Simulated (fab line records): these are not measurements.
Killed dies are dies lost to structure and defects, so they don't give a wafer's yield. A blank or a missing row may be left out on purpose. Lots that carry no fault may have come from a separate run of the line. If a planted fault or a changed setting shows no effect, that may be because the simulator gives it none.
Split-lot experiment	flow gf180mcu	23 wafers read across 5 lots, on a route 602 steps long

## THE SPLIT ITSELF
At GF_VT_IMPLANT_IMPLANT_41, the setting energy_kev was moved away from the recipe's 70 on 5 of the 23 wafers read, by +2.2% to +2.5%. For the rest of the wafers, this setting stayed at what the recipe calls for.

The reading comes from the split's own step.

## THE READING
In nm, at GF_VT_IMPLANT_IMPLANT_41: implant.drp_nm, which is the simulator's own figure and was read by no gauge. There is no usual value for it anywhere in the file.

wafer	tool, chamber at the split	energy_kev as run	against the recipe	implant.drp_nm, nm	against lot-mates on the recipe
L074.1	implanter-04, 0	70	recipe	18.17	-
L074.2	implanter-04, 0	70	recipe	18.17	-
L074.5	implanter-04, 0	70	recipe	18.17	-
L074.3	implanter-04, 0	71.56	+2.2%	18.49	+0.32
L074.6	implanter-04, 0	71.56	+2.2%	18.49	+0.32
L075.1	implanter-04, 0	70	recipe	18.17	-
L075.2	implanter-04, 0	70	recipe	18.17	-
L075.3	implanter-04, 0	70	recipe	18.17	-
L075.5	implanter-04, 0	70	recipe	18.17	-
L075.6	implanter-04, 0	70	recipe	18.17	-
L076.1	implanter-03, 0	70	recipe	18.17	-
L076.4	implanter-03, 0	70	recipe	18.17	-
L076.3	implanter-03, 0	71.75	+2.5%	18.53	+0.36
L076.5	implanter-03, 0	71.75	+2.5%	18.53	+0.36
L076.6	implanter-03, 0	71.75	+2.5%	18.53	+0.36
L081.1	implanter-02, 0	70	recipe	18.17	-
L081.2	implanter-02, 0	70	recipe	18.17	-
L081.3	implanter-02, 0	70	recipe	18.17	-
L081.4	implanter-02, 0	70	recipe	18.17	-
L081.6	implanter-02, 0	70	recipe	18.17	-
L084.1	implanter-04, 0	70	recipe	18.17	-
L084.3	implanter-04, 0	70	recipe	18.17	-
L084.4	implanter-04, 0	70	recipe	18.17	-

THE FIT
A straight line over all 23 wafers: implant.drp_nm changes by +0.144 nm for each +1% of energy_kev; r = +1.00; the points scatter about the line by 0.00023 nm.
The same after taking each lot's own level away (the mean of its wafers on the recipe; 23 wafers): +0.144 nm for each +1%; r = +1.00; scatter 0.00023 nm.
Per that fit: largest energy_kev move, reading shift of 0.36 nm.
The lots' own levels span 18.170 to 18.170 nm.
Hence the lot-to-lot level has little effect on the slope; both slopes agree.
Check: +0.36 nm against its lot-mates is what the line predicts for one of the wafers moved furthest among these (+2.5%) when that wafer is left out of the fit. It came out at +0.36 nm against them.

## THE OTHER SPLITS THESE WAFERS WENT THROUGH
These wafers also went through other splits before the reading. Each is held against what the fit with the lots' levels taken away leaves over:
other split on the same wafers	wafers away from the commonest value	r with implant.drp_nm (lot level and that fit taken away)
GF_VT_IMPLANT_STRIP_31 platen_temp_c	8	+0.38

## FILE'S OWN FIT
implant.drp_nm changes by +0.14 nm for each +1% of energy_kev, r = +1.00.
